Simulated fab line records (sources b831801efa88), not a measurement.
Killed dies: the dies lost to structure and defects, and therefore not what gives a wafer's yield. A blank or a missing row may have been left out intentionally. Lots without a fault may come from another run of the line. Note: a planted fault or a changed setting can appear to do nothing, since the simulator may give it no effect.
Which tool did it? -- flow gf180mcu -- 13 lots, 39 wafers sampled, at 4 steps of a route of 602

WHAT EACH GAUGE READ, for each wafer
GF_MIM_THK_MEAS_06.
lot,measured,on,MIM_CVD_05_THK (nm)
L724,day 24 17:34,film_metro-01,42.1 42.6 42.6
L725,day 25 00:39,film_metro-02,41.6 42.8 42.1
L726,day 25 02:37,film_metro-01,41.4 41.9 41.2
L727,day 25 17:26,film_metro-03,41.9 42.1 41.8
L728,day 25 19:15,film_metro-02,42.1 41.7 42.1
L729,day 26 07:23,film_metro-01,41.9 41.5 42.4
L730,day 26 16:25,film_metro-02,42.1 42.1 41.8
L732,day 27 05:54,film_metro-01,41.3 42.7 41.9
L738,day 28 21:46,film_metro-03,41.4 42.2 18.6 41.5 42.2 18.7
L741,day 29 18:11,film_metro-02,42.1 41.8 42.1
L742,day 29 23:14,film_metro-01,41.3 41.9 18.4 41.3 41.9 18.4
L744,day 30 13:46,film_metro-03,41.5 42.1 42.0
L746,day 31 02:27,film_metro-02,42.3 41.9 42.6

WHAT TOOL EACH LOT RAN ON (gives the tool, then ch and the chambers of the sampled wafers, and finally the start)
lot,GF_V3_SPUTTER_21,GF_MIM_SPUTTER_00,GF_MIM_CVD_05
L724,"pvd_sputter-04, day 22 16:44","pvd_sputter-01, day 24 17:18","pecvd-03 ch 0,2, day 24 17:31"
L725,"pvd_sputter-02, day 22 23:47","pvd_sputter-03, day 25 00:23","pecvd-03 ch 0,1, day 25 00:37"
L726,"pvd_sputter-04, day 23 02:27","pvd_sputter-01, day 25 02:20","pecvd-01 ch 0,1,2, day 25 02:34"
L727,"pvd_sputter-04, day 23 18:08","pvd_sputter-02, day 25 17:10","pecvd-02 ch 1,2, day 25 17:23"
L728,"pvd_sputter-01, day 23 19:43","pvd_sputter-02, day 25 19:00","pecvd-03 ch 0,1,2, day 25 19:13"
L729,"pvd_sputter-04, day 24 09:00","pvd_sputter-02, day 26 07:07","pecvd-03 ch 0,1,2, day 26 07:20"
L730,"pvd_sputter-01, day 24 18:35","pvd_sputter-02, day 26 16:09","pecvd-03 ch 0,1,2, day 26 16:22"
L732,"pvd_sputter-04, day 25 08:38","pvd_sputter-01, day 27 05:37","pecvd-02 ch 0,2, day 27 05:52"
L738,"pvd_sputter-01, day 27 02:50","pvd_sputter-01, day 28 21:31","pecvd-02 ch 0,1, day 28 21:44"
L741,"pvd_sputter-02, day 27 23:16","pvd_sputter-03, day 29 17:56","pecvd-03 ch 0,2, day 29 18:09"
L742,"pvd_sputter-02, day 28 05:02","pvd_sputter-03, day 29 22:59","pecvd-02 ch 1,2, day 29 23:12"
L744,"pvd_sputter-02, day 28 19:47","pvd_sputter-02, day 30 13:29","pecvd-03 ch 0,2, day 30 13:43"
L746,"pvd_sputter-04, day 29 09:40","pvd_sputter-01, day 31 02:12","pecvd-01 ch 0,1,2, day 31 02:25"
- GF_V3_SPUTTER_21: material Ti, target thk 15 nm, time 80.02 s.
- GF_MIM_SPUTTER_00: material Ti, target thk 37.5 nm, time 150 s.
- GF_MIM_CVD_05: deposits Si3N4, target thk 42 nm, time 29.086 s.

AS READ BY THE TOOLS THEMSELVES (means over the sampled wafers that have a number; for cases with no such wafer, the mark the record gives instead)
GF_V3_SPUTTER_21.
lot,tool,throttle_valve_pct (%)
L724,pvd_sputter-04,29.9
L725,pvd_sputter-02,30.0
L726,pvd_sputter-04,29.3
L727,pvd_sputter-04,29.9
L728,pvd_sputter-01,30.6
L729,pvd_sputter-04,29.8
L730,pvd_sputter-01,29.7
L732,pvd_sputter-04,29.5
L738,pvd_sputter-01,30.5
L741,pvd_sputter-02,31.2
L742,pvd_sputter-02,30.9
L744,pvd_sputter-02,30.5
L746,pvd_sputter-04,29.9

GF_MIM_SPUTTER_00.
lot,tool,throttle_valve_pct (%)
L724,pvd_sputter-01,29.5
L725,pvd_sputter-03,31.4
L726,pvd_sputter-01,29.4
L727,pvd_sputter-02,31.7
L728,pvd_sputter-02,31.0
L729,pvd_sputter-02,30.8
L730,pvd_sputter-02,32.0
L732,pvd_sputter-01,30.0
L738,pvd_sputter-01,30.2
L741,pvd_sputter-03,29.7
L742,pvd_sputter-03,30.1
L744,pvd_sputter-02,30.3
L746,pvd_sputter-01,30.3

GF_MIM_CVD_05.
lot,tool,heater_power_w (W)
L724,pecvd-03,669
L725,pecvd-03,639
L726,pecvd-01,680
L727,pecvd-02,599
L728,pecvd-03,679
L729,pecvd-03,669
L730,pecvd-03,673
L732,pecvd-02,597
L738,pecvd-02,598
L741,pecvd-03,650
L742,pecvd-02,626
L744,pecvd-03,678
L746,pecvd-01,705

THE ANSWER, worked out from the rows above alone
Rule: the usual values come from the lots themselves. Put in order of their means at a reading, lots are off if they are a third of the lots or fewer, leave a main group of 4 or more, and stand apart from it by a gap of 3 or more times the standard deviation of the main group's means; of several such gaps the widest counts. A main group whose means are all the same, to the digits that the tables above print for the reading, isn't used. A lot without any number at a reading at which 4 lots or more have one is off too. Where the step has rows for the other lots, those lots are counted as sound. The gauges are gone through in route order, then the tools' own readings, and for those a lot's mean is taken as printed above. The first step at which some lot is off is used, and at that step the reading that is off furthest; a lot without a number counts as furthest.
Off: L738, L742, at GF_MIM_THK_MEAS_06 (MIM_CVD_05_THK). The main group: mean 42.0 nm, standard deviation 0.23.
A tool fits if, at a process step before that reading, it ran every lot that is off, and no sound lot after the first of them. The gauges at GF_MIM_THK_MEAS_06 are tried like those tools. One fits: pecvd-02 at GF_MIM_CVD_05. Its last sound lot is L732 (day 27 05:52), its first lot that is off L738 (day 28 21:44): a fault that began between those two fits.

WHAT WAS PUT IN BY THE SIMULATOR
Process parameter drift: pecvd-02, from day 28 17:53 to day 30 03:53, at GF_MIM_CVD_05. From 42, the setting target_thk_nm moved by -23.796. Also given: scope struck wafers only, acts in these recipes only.
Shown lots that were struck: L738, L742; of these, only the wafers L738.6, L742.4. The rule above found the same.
